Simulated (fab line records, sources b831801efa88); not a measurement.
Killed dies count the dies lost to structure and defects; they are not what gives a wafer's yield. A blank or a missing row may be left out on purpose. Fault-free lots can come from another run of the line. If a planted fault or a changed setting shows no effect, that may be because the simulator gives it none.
One fault through the eyes of 2 desks	flow gf180mcu	what lay behind the numbers comes last; until then each desk has only its own

## FROM THE METROLOGY DESK
What the gauges read, lot by lot, whatever tool the lot ran on: means of the sampled wafers that have a number. Marked OUT: a lot whose mean sits more than 4 standard deviations from the usual mean, which makes it out of limits; the brackets give that distance.
Columns: A = V3_CVD_02_THK at GF_V3_THK_MEAS_03, usual 849 nm
lot	first seen here	A
L297	day 21 17:17	847
L299	day 22 05:46	852
L300	day 22 15:13	837
L302	day 23 09:09	852
L309	day 25 19:34	849
L310	day 26 04:05	857
L311	day 26 10:49	864
L312	day 26 16:13	857
L314	day 27 13:30	845
L315	day 27 16:56	842
L316	day 28 01:10	847
L317	day 28 08:26	852
L319	day 28 18:12	848
This desk found nothing out of limits on any of the 13 lots.

## THE TOOL OWNER'S DESK: pvd_sputter-04
The tool's own readings at GF_V3_SPUTTER_21 (material Ti, target thk 15 nm, time 80.02 s): means of the sampled wafers that have a number, for each lot that ran on this tool. Marked OUT: a lot whose mean sits more than 4 standard deviations from the usual mean, which makes it out of limits; the brackets give that distance.
Columns: A = cathode_dc_power_W at GF_V3_SPUTTER_21, usual 2500.0 W; B = throttle_valve_pct at GF_V3_SPUTTER_21, usual 30.2 %
lot	first seen here	A	B
L299	day 23 06:17	2500.1	30.3
L300	day 23 15:10	2080.2 (-99 or more) OUT	30.2
L302	day 24 08:47	2080.3 (-99 or more) OUT	29.9
L314	day 28 10:45	2500.2	30.5
L315	day 28 14:25	2499.9	30.6
L316	day 28 22:18	2500.3	30.1
Finding of this desk: L300, L302 out of limits; the first was L300 at day 23 15:10, on cathode_dc_power_W at GF_V3_SPUTTER_21. L299, L314, L315, L316: within limits.

## TAKEN TOGETHER
An alarm could have come from the tool owner's desk at day 23 15:10, on L300, L302.
From the metrology desk's view, nothing was out of limits.
The metrology desk holds a record of L300, L302, inside its limits.
On pvd_sputter-04, each named lot ran GF_V3_SPUTTER_21.

## WHAT THE SIMULATOR HAD PUT IN
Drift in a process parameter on pvd_sputter-04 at GF_V3_SPUTTER_21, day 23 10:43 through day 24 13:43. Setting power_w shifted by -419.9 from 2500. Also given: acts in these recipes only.
Shown lots that were struck: L300, L302.
Hours from the fault's start to each desk's first reading out of limits: the tool owner's desk, 4.
